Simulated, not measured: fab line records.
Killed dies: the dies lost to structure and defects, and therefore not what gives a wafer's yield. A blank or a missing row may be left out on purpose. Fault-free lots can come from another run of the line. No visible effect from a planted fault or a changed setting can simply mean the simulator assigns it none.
Which tool did it? + flow gf180mcu + Sampling: 12 lots, 36 wafers, 6 of 602 route steps

== WHAT THE GAUGES SHOWED, per wafer ==
GF_LVPWELL_TW_MEAS_11. Usual: LVPWELL_TW 557, standard deviation 3.9.
| lot  | measured    | on            | LVPWELL_TW  | flag |
|------|-------------|---------------|-------------|------|
| L306 | day 4 02:50 | film_metro-02 | 559 561 562 |      |
| L308 | day 4 14:44 | film_metro-03 | 557 557 556 |      |
| L310 | day 5 00:26 | film_metro-01 | 556 557 552 |      |
| L311 | day 5 08:50 | film_metro-02 | 561 559 563 |      |
| L314 | day 5 22:29 | film_metro-01 | 558 554 553 |      |
| L315 | day 6 06:05 | film_metro-01 | 552 553 551 |      |
| L317 | day 6 15:35 | film_metro-02 | 560 564 563 |      |
| L320 | day 7 08:51 | film_metro-01 | 534 533 534 | OFF  |
| L323 | day 8 02:40 | film_metro-02 | 557 556 557 |      |
| L324 | day 8 08:48 | film_metro-02 | 544 544 542 | OFF  |
| L326 | day 8 18:47 | film_metro-01 | 556 555 554 |      |
| L328 | day 9 05:20 | film_metro-02 | 557 554 559 |      |

GF_VT_IMPLANT_OVL_MEAS_40. Usual: VT_IMPLANT_03_OVL -1.0 nm, standard deviation 1.4.
| lot  | measured     | on         | VT_IMPLANT_03_OVL (nm) | flag |
|------|--------------|------------|------------------------|------|
| L306 | day 7 18:01  | overlay-01 | -1.5 0.2 0.4           |      |
| L308 | day 8 09:57  | overlay-02 | -2.4 0.4 -0.1          |      |
| L310 | day 8 21:39  | overlay-02 | -0.9 -1.8 0.9          |      |
| L311 | day 9 08:28  | overlay-01 | -1.3 -1.8 -1.9         |      |
| L314 | day 10 00:28 | overlay-02 | 0.2 -0.7 -0.1          |      |
| L315 | day 10 09:25 | overlay-02 | 0.6 1.5 -0.8           |      |
| L317 | day 10 20:18 | overlay-02 | -1.9 -0.6 -0.9         |      |
| L320 | day 11 16:01 | overlay-02 | -1.8 -2.9 -3.3         |      |
| L323 | day 12 13:58 | overlay-01 | -1.9 -2.1 -0.8         |      |
| L324 | day 12 20:27 | overlay-01 | -0.9 -1.3 -2.1         |      |
| L326 | day 13 11:31 | overlay-02 | 0.1 -1.6 -0.5          |      |
| L328 | day 13 22:32 | overlay-01 | -2.7 -2.4 -1.5         |      |

GF_VT_IMPLANT_RS_MEAS_48: the measuring method here is four-point-probe. Usual: LVPWELL_RS 1195 ohm/sq, standard deviation 3.1.
| lot  | measured     | on            | LVPWELL_RS (ohm/sq) | flag |
|------|--------------|---------------|---------------------|------|
| L306 | day 7 18:44  | film_metro-01 | 1202 1198 1194      |      |
| L308 | day 8 10:44  | film_metro-03 | 1198 1194 1196      |      |
| L310 | day 8 22:24  | film_metro-02 | 1187 1191 1191      |      |
| L311 | day 9 09:13  | film_metro-03 | 1199 1195 1194      |      |
| L314 | day 10 01:11 | film_metro-01 | 1194 1194 1192      |      |
| L315 | day 10 10:09 | film_metro-03 | 1189 1189 1193      |      |
| L317 | day 10 21:03 | film_metro-01 | 1194 1191 1190      |      |
| L320 | day 11 16:47 | film_metro-02 | 1267 1267 1268      | OFF  |
| L323 | day 12 14:46 | film_metro-01 | 1193 1197 1192      |      |
| L324 | day 12 21:22 | film_metro-01 | 1267 1266 1267      | OFF  |
| L326 | day 13 12:16 | film_metro-01 | 1195 1194 1199      |      |
| L328 | day 13 23:17 | film_metro-01 | 1193 1189 1192      |      |

GF_CONTACT_THK_MEAS_03. Usual: CONTACT_CVD_02_THK 858 nm, standard deviation 11.
| lot  | measured     | on            | CONTACT_CVD_02_THK (nm) | flag |
|------|--------------|---------------|-------------------------|------|
| L306 | day 15 11:25 | film_metro-02 | 860 873 862             |      |
| L308 | day 16 07:51 | film_metro-03 | 848 863 868             |      |
| L310 | day 17 03:48 | film_metro-02 | 850 853 858             |      |
| L311 | day 17 09:55 | film_metro-02 | 845 856 855             |      |
| L314 | day 18 13:40 | film_metro-03 | 852 846 864             |      |
| L315 | day 19 02:11 | film_metro-03 | 858 870 876             |      |
| L317 | day 19 16:46 | film_metro-03 | 867 869 869             |      |
| L320 | day 20 13:17 | film_metro-02 | 845 861 856             |      |
| L323 | day 21 16:45 | film_metro-02 | 838 861 862             |      |
| L324 | day 21 22:13 | film_metro-02 | 852 871 862             |      |
| L326 | day 22 16:13 | film_metro-02 | 848 869 862             |      |
| L328 | day 23 07:36 | film_metro-03 | 845 843 854             |      |

== TOOL THAT RAN EACH LOT (tool first, then ch and the chambers of the sampled wafers, then the start) ==
| lot  | GF_NWELL_STRIP_10                   | GF_LVPWELL_IMPLANT_08          |
|------|-------------------------------------|--------------------------------|
| L306 | plasma_asher-01 ch 0,1, day 3 14:11 | implanter-02 ch 0, day 4 02:26 |
| L308 | plasma_asher-02 ch 0,1, day 4 00:53 | implanter-04 ch 0, day 4 14:21 |
| L310 | plasma_asher-04 ch 0,1, day 4 11:05 | implanter-02 ch 0, day 5 00:04 |
| L311 | plasma_asher-01 ch 0,1, day 4 18:09 | implanter-01 ch 0, day 5 08:27 |
| L314 | plasma_asher-02 ch 0,1, day 5 07:26 | implanter-04 ch 0, day 5 22:05 |
| L315 | plasma_asher-04 ch 0,1, day 5 14:38 | implanter-04 ch 0, day 6 05:41 |
| L317 | plasma_asher-01 ch 1, day 5 23:59   | implanter-01 ch 0, day 6 15:13 |
| L320 | plasma_asher-02 ch 0,1, day 6 17:02 | implanter-04 ch 0, day 7 08:29 |
| L323 | plasma_asher-01 ch 0,1, day 7 10:12 | implanter-02 ch 0, day 8 02:17 |
| L324 | plasma_asher-04 ch 0,1, day 7 15:55 | implanter-04 ch 0, day 8 08:26 |
| L326 | plasma_asher-01 ch 0,1, day 8 02:32 | implanter-01 ch 0, day 8 18:24 |
| L328 | plasma_asher-04 ch 0,1, day 8 12:26 | implanter-01 ch 0, day 9 04:56 |
- GF_NWELL_STRIP_10: strips in O2/N2.
- GF_LVPWELL_IMPLANT_08

== WHAT THE TOOLS THEMSELVES READ (means of the sampled wafers that have a number; where no wafer has one, the mark that the record gives instead) ==
GF_NWELL_STRIP_10. Usual: drypump_motor_current_A 5.66 A, standard deviation 0.26; heater_power_w 322 W, standard deviation 27; oes_product_au 0.722 a.u., standard deviation 0.0046; strip_time_to_endpoint_s 36.93 s, standard deviation 0.096.
| lot  | tool            | drypump_motor_current_A (A) | heater_power_w (W) | oes_product_au (a.u.) | strip_time_to_endpoint_s (s) | flag |
|------|-----------------|-----------------------------|--------------------|-----------------------|------------------------------|------|
| L306 | plasma_asher-01 | 5.70                        | 301                | 0.723                 | 36.80                        |      |
| L308 | plasma_asher-02 | 5.81                        | 317                | 0.723                 | 36.78                        |      |
| L310 | plasma_asher-04 | 5.45                        | 334                | 0.719                 | 37.00                        |      |
| L311 | plasma_asher-01 | 5.82                        | 309                | 0.722                 | 36.85                        |      |
| L314 | plasma_asher-02 | 5.78                        | 316                | 0.723                 | 36.79                        |      |
| L315 | plasma_asher-04 | 5.48                        | 330                | 0.722                 | 36.87                        |      |
| L317 | plasma_asher-01 | 5.91                        | 330                | 0.723                 | 36.88                        |      |
| L320 | plasma_asher-02 | 5.92                        | 312                | 0.722                 | 37.00                        |      |
| L323 | plasma_asher-01 | 5.71                        | 299                | 0.722                 | 36.90                        |      |
| L324 | plasma_asher-04 | 5.38                        | 356                | 0.726                 | 36.90                        |      |
| L326 | plasma_asher-01 | 5.81                        | 318                | 0.721                 | 36.84                        |      |
| L328 | plasma_asher-04 | 5.47                        | 332                | 0.723                 | 36.91                        |      |

GF_LVPWELL_IMPLANT_08. Usual: dose_ions_cm2 1.4998e+13, standard deviation 1.6e+10; end_station_pressure_torr 5.07e-06 Torr, standard deviation 2.8e-07; faraday_current_uA 84.8, standard deviation 1.7.
| lot  | tool         | dose_ions_cm2 | end_station_pressure_torr (Torr) | faraday_current_uA | flag |
|------|--------------|---------------|----------------------------------|--------------------|------|
| L306 | implanter-02 | 1.4995e+13    | 5.12e-06                         | 85.1               |      |
| L308 | implanter-04 | 1.4999e+13    | 4.98e-06                         | 86.5               |      |
| L310 | implanter-02 | 1.4996e+13    | 4.80e-06                         | 86.4               |      |
| L311 | implanter-01 | 1.5001e+13    | 5.15e-06                         | 84.0               |      |
| L314 | implanter-04 | 1.4973e+13    | 5.09e-06                         | 82.8               |      |
| L315 | implanter-04 | 1.5002e+13    | 5.09e-06                         | 84.2               |      |
| L317 | implanter-01 | 1.4985e+13    | 5.28e-06                         | 84.3               |      |
| L320 | implanter-04 | 1.3392e+13    | 4.97e-06                         | 75.1               | OFF  |
| L323 | implanter-02 | 1.5003e+13    | 4.97e-06                         | 84.9               |      |
| L324 | implanter-04 | 1.3378e+13    | 4.94e-06                         | 74.7               | OFF  |
| L326 | implanter-01 | 1.4982e+13    | 5.08e-06                         | 86.1               |      |
| L328 | implanter-01 | 1.5007e+13    | 5.25e-06                         | 84.2               |      |

== THE ANSWER, worked out from the rows above alone ==
Rule: a lot counts as off when the mean over its wafers that have a number is more than 3 standard deviations away from the usual mean. Also off: a lot with no number at a reading for which 4 or more lots have one. Where the step has rows for the other lots, those lots are counted as sound. Order of review: gauges by route order, followed by the tools' own readings, for which a lot's mean as printed above is used. The first step at which some lot is off is used, and at that step the reading that is off furthest; a lot without a number counts as furthest.
Off: L320, L324, at GF_LVPWELL_TW_MEAS_11 (LVPWELL_TW).
If a tool, at a process step before that reading, ran all the lots that are off and no sound lot after the first of them, it fits. The gauges at GF_LVPWELL_TW_MEAS_11 aren't tried: what is off there is off at GF_LVPWELL_IMPLANT_08 too, on other tools, and a gauge's error can't cause that. One fits: implanter-04 at GF_LVPWELL_IMPLANT_08. Its last sound lot is L315 (day 6 05:41), its first lot that is off L320 (day 7 08:29): a fault that began between those two fits.
The tool's own readings at GF_LVPWELL_IMPLANT_08 bear it out: on the lots that are off they differ by more than 5 times the standard deviation of the sound lots' means. dose_ions_cm2 reads 1.3385e+13 there against 1.4994e+13 on the sound lots; faraday_current_uA reads 74.9 there against 84.8 on the sound lots.

== WHAT HAD BEEN PUT IN BY THE SIMULATOR ==
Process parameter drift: implanter-04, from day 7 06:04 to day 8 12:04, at GF_LVPWELL_IMPLANT_08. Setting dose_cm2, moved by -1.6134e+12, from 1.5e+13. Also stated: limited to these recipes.
Struck lots among those shown: L320, L324. The rule above reached the same finding.
